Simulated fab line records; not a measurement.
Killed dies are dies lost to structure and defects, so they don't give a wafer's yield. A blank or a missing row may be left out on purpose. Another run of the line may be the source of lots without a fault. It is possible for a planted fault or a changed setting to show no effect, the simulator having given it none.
Which tool did it? :: flow sky130 :: 11 lots with 33 wafers sampled at 5 steps, on a route of 708 steps

## WHAT THE GAUGES SHOWED, per wafer
SKY_SONOS_TUNNEL_CD_MEAS_07: target cd 410 nm. Usual: cdNm reads 409.0 nm (standard deviation 2.1).
lot: L721
measured: day 11 18:01
on: cdSem-01
cdNm (nm): 407.9 407.9 408.7
flag: 

lot: L723
measured: day 12 02:44
on: cdSem-01
cdNm (nm): 406.3 408.2 406.6
flag: 

lot: L724
measured: day 12 15:52
on: cdSem-01
cdNm (nm): 411.5 411.2 409.6
flag: 

lot: L726
measured: day 13 14:34
on: cdSem-01
cdNm (nm): 409.1 409.1 407.5
flag: 

lot: L728
measured: day 14 14:38
on: cdSem-02
cdNm (nm): 409.1 407.7 409.7
flag: 

lot: L730
measured: day 14 22:34
on: cdSem-01
cdNm (nm): 409.2 407.5 407.3
flag: 

lot: L731
measured: day 15 04:19
on: cdSem-01
cdNm (nm): 410.0 409.4 410.0
flag: 

lot: L733
measured: day 16 00:53
on: cdSem-01
cdNm (nm): 411.2 412.8 411.8
flag: 

lot: L738
measured: day 17 11:38
on: cdSem-02
cdNm (nm): 410.5 410.1 410.3
flag: 

lot: L741
measured: day 18 07:28
on: cdSem-01
cdNm (nm): 409.1 410.7 409.4
flag: 

lot: L743
measured: day 18 22:30
on: cdSem-01
cdNm (nm): 412.4 410.5 410.3
flag: 

SKY_POLY_GATE_THK_MEAS_01. Usual: POLY_GATE_CVD_00_THK 180.0 nm, standard deviation 1.3.
lot: L721
measured: day 14 08:07
on: filmMetro-01
POLY_GATE_CVD_00_THK (nm): 178.5 179.5 180.7
flag: 

lot: L723
measured: day 14 17:22
on: filmMetro-02
POLY_GATE_CVD_00_THK (nm): 181.5 179.7 180.9
flag: 

lot: L724
measured: day 15 22:37
on: filmMetro-01
POLY_GATE_CVD_00_THK (nm): 176.0 177.3 177.3
flag: 

lot: L726
measured: day 16 19:17
on: filmMetro-02
POLY_GATE_CVD_00_THK (nm): 181.7 181.4 180.9
flag: 

lot: L728
measured: day 17 10:02
on: filmMetro-02
POLY_GATE_CVD_00_THK (nm): 182.4 182.0 182.1
flag: 

lot: L730
measured: day 17 21:23
on: filmMetro-02
POLY_GATE_CVD_00_THK (nm): 179.7 180.1 181.3
flag: 

lot: L731
measured: day 18 04:20
on: filmMetro-01
POLY_GATE_CVD_00_THK (nm): 181.0 181.2 182.6
flag: 

lot: L733
measured: day 19 01:16
on: filmMetro-04
POLY_GATE_CVD_00_THK (nm): 177.8 177.3 178.3
flag: 

lot: L738
measured: day 20 15:02
on: filmMetro-04
POLY_GATE_CVD_00_THK (nm): 178.7 178.8 180.2
flag: 

lot: L741
measured: day 21 12:12
on: filmMetro-01
POLY_GATE_CVD_00_THK (nm): 178.2 177.8 177.8
flag: 

lot: L743
measured: day 22 00:37
on: filmMetro-02
POLY_GATE_CVD_00_THK (nm): 181.3 181.3 179.9
flag: 

SKY_LDD_N_TW_MEAS_17. Usual: LDD_N_TW 2574, standard deviation 17.
lot: L721
measured: day 18 03:01
on: filmMetro-01
LDD_N_TW: 2566 2570 2563
flag: 

lot: L723
measured: day 18 12:33
on: filmMetro-03
LDD_N_TW: 2545 2551 2547
flag: 

lot: L724
measured: day 19 22:02
on: filmMetro-04
LDD_N_TW: 2588 2590 2586
flag: 

lot: L726
measured: day 20 20:22
on: filmMetro-01
LDD_N_TW: 2556 2564 2575
flag: 

lot: L728
measured: day 21 10:37
on: filmMetro-03
LDD_N_TW: 2536 2550 2544
flag: 

lot: L730
measured: day 21 22:59
on: filmMetro-04
LDD_N_TW: 2583 2610 2607
flag: 

lot: L731
measured: day 22 04:48
on: filmMetro-01
LDD_N_TW: 2525 2518 2528
flag: 

lot: L733
measured: day 23 01:42
on: filmMetro-04
LDD_N_TW: 2539 2543 2528
flag: 

lot: L738
measured: day 24 14:37
on: filmMetro-04
LDD_N_TW: 2596 2586 2590
flag: 

lot: L741
measured: day 25 10:30
on: filmMetro-03
LDD_N_TW: 2556 2552 2551
flag: 

lot: L743
measured: day 26 01:16
on: filmMetro-03
LDD_N_TW: 2581 2571 2562
flag: 

## EACH LOT AND THE TOOL THAT RAN IT (in order: tool; ch and the chambers of the sampled wafers; start)
lot: L721
SKY_LDD_N_IMPLANT_08: implanter-04 ch 0, day 18 01:43
SKY_LDD_N_STRIP_16: plasmaAsher-04 ch 0,1, day 18 02:54

lot: L723
SKY_LDD_N_IMPLANT_08: implanter-04 ch 0, day 18 11:15
SKY_LDD_N_STRIP_16: plasmaAsher-03 ch 0,1, day 18 12:27

lot: L724
SKY_LDD_N_IMPLANT_08: implanter-01 ch 0, day 19 20:46
SKY_LDD_N_STRIP_16: plasmaAsher-03 ch 0,1, day 19 21:56

lot: L726
SKY_LDD_N_IMPLANT_08: implanter-04 ch 0, day 20 19:04
SKY_LDD_N_STRIP_16: plasmaAsher-04 ch 0,1, day 20 20:16

lot: L728
SKY_LDD_N_IMPLANT_08: implanter-01 ch 0, day 21 09:19
SKY_LDD_N_STRIP_16: plasmaAsher-04 ch 0,1, day 21 10:31

lot: L730
SKY_LDD_N_IMPLANT_08: implanter-01 ch 0, day 21 21:42
SKY_LDD_N_STRIP_16: plasmaAsher-04 ch 0,1, day 21 22:52

lot: L731
SKY_LDD_N_IMPLANT_08: implanter-01 ch 0, day 22 03:30
SKY_LDD_N_STRIP_16: plasmaAsher-03 ch 0,1, day 22 04:42

lot: L733
SKY_LDD_N_IMPLANT_08: implanter-01 ch 0, day 23 00:24
SKY_LDD_N_STRIP_16: plasmaAsher-04 ch 0,1, day 23 01:36

lot: L738
SKY_LDD_N_IMPLANT_08: implanter-04 ch 0, day 24 13:19
SKY_LDD_N_STRIP_16: plasmaAsher-01 ch 0,1, day 24 14:30

lot: L741
SKY_LDD_N_IMPLANT_08: implanter-03 ch 0, day 25 09:12
SKY_LDD_N_STRIP_16: plasmaAsher-03 ch 0,1, day 25 10:24

lot: L743
SKY_LDD_N_IMPLANT_08: implanter-04 ch 0, day 26 00:00
SKY_LDD_N_STRIP_16: plasmaAsher-04 ch 0,1, day 26 01:11
- SKY_LDD_N_IMPLANT_08
- SKY_LDD_N_STRIP_16: strips in O2/N2.

## AS READ BY THE TOOLS THEMSELVES (means over the sampled wafers that have a number; for cases with no such wafer, the mark the record gives instead)
SKY_LDD_N_IMPLANT_08. Usual: doseIonsCm2 7.5e+13, standard deviation 7.6e+10; faradayCurrentUA 417, standard deviation 10.
lot: L721
tool: implanter-04
doseIonsCm2: 7.5e+13
faradayCurrentUA: 404
flag: 

lot: L723
tool: implanter-04
doseIonsCm2: 7.5e+13
faradayCurrentUA: 405
flag: 

lot: L724
tool: implanter-01
doseIonsCm2: 7.5e+13
faradayCurrentUA: 422
flag: 

lot: L726
tool: implanter-04
doseIonsCm2: 7.5e+13
faradayCurrentUA: 411
flag: 

lot: L728
tool: implanter-01
doseIonsCm2: 7.5e+13
faradayCurrentUA: 419
flag: 

lot: L730
tool: implanter-01
doseIonsCm2: 7.5e+13
faradayCurrentUA: 413
flag: 

lot: L731
tool: implanter-01
doseIonsCm2: 4.7e+13
faradayCurrentUA: 267
flag: OFF

lot: L733
tool: implanter-01
doseIonsCm2: 4.6e+13
faradayCurrentUA: 262
flag: OFF

lot: L738
tool: implanter-04
doseIonsCm2: 7.5e+13
faradayCurrentUA: 417
flag: 

lot: L741
tool: implanter-03
doseIonsCm2: 7.5e+13
faradayCurrentUA: 427
flag: 

lot: L743
tool: implanter-04
doseIonsCm2: 7.5e+13
faradayCurrentUA: 411
flag: 

SKY_LDD_N_STRIP_16. Usual: drypumpMotorCurrentA 5.6 A, standard deviation 0.52; oesProductAu 0.407 a.u., standard deviation 0.0049; stripTimeToEndpointS 4.317 s, standard deviation 0.013.
lot: L721
tool: plasmaAsher-04
drypumpMotorCurrentA (A): 5.8
oesProductAu (a.u.): 0.409
stripTimeToEndpointS (s): 4.319
flag: 

lot: L723
tool: plasmaAsher-03
drypumpMotorCurrentA (A): 5.3
oesProductAu (a.u.): 0.410
stripTimeToEndpointS (s): 4.311
flag: 

lot: L724
tool: plasmaAsher-03
drypumpMotorCurrentA (A): 5.7
oesProductAu (a.u.): 0.411
stripTimeToEndpointS (s): 4.310
flag: 

lot: L726
tool: plasmaAsher-04
drypumpMotorCurrentA (A): 5.4
oesProductAu (a.u.): 0.407
stripTimeToEndpointS (s): 4.330
flag: 

lot: L728
tool: plasmaAsher-04
drypumpMotorCurrentA (A): 5.8
oesProductAu (a.u.): 0.405
stripTimeToEndpointS (s): 4.301
flag: 

lot: L730
tool: plasmaAsher-04
drypumpMotorCurrentA (A): 5.4
oesProductAu (a.u.): 0.406
stripTimeToEndpointS (s): 4.302
flag: 

lot: L731
tool: plasmaAsher-03
drypumpMotorCurrentA (A): 5.7
oesProductAu (a.u.): 0.407
stripTimeToEndpointS (s): 4.244
flag: OFF

lot: L733
tool: plasmaAsher-04
drypumpMotorCurrentA (A): 5.8
oesProductAu (a.u.): 0.401
stripTimeToEndpointS (s): 4.238
flag: OFF

lot: L738
tool: plasmaAsher-01
drypumpMotorCurrentA (A): 5.6
oesProductAu (a.u.): 0.407
stripTimeToEndpointS (s): 4.319
flag: 

lot: L741
tool: plasmaAsher-03
drypumpMotorCurrentA (A): 5.7
oesProductAu (a.u.): 0.409
stripTimeToEndpointS (s): 4.323
flag: 

lot: L743
tool: plasmaAsher-04
drypumpMotorCurrentA (A): 5.8
oesProductAu (a.u.): 0.401
stripTimeToEndpointS (s): 4.316
flag: 

## THE ANSWER, worked out from the rows above alone
Rule: lot off if the mean of its wafers having a number is beyond 3 standard deviations from the usual mean. A lot without any number at a reading at which 4 lots or more have one is off too. All remaining lots with rows at the step are treated as sound. The gauges are gone through in route order, then the tools' own readings, and for those a lot's mean is taken as printed above. At the first step where some lot is off, the reading lying furthest off is the one used; lots without a number count as furthest.
Off at SKY_LDD_N_IMPLANT_08 (doseIonsCm2): L731, L733.
A tool fits if, at that step or a process step before it, it ran every lot that is off, and no sound lot after the first of them. One fits: implanter-01 at SKY_LDD_N_IMPLANT_08. A fault onset in the window from L730 (day 21 21:42, its last sound lot) to L731 (day 22 03:30, its first lot off) fits.
The tool's own readings at SKY_LDD_N_IMPLANT_08 bear it out: on the lots that are off they differ by more than 5 times the standard deviation of the sound lots' means. doseIonsCm2 reads 4.6e+13 there against 7.5e+13 on the sound lots; faradayCurrentUA reads 264 there against 414 on the sound lots.

## WHAT WAS PUT IN BY THE SIMULATOR
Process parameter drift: implanter-01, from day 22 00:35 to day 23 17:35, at SKY_LDD_N_IMPLANT_08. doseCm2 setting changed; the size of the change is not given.
Lots struck among those shown: L731, L733. The rule above found the same.
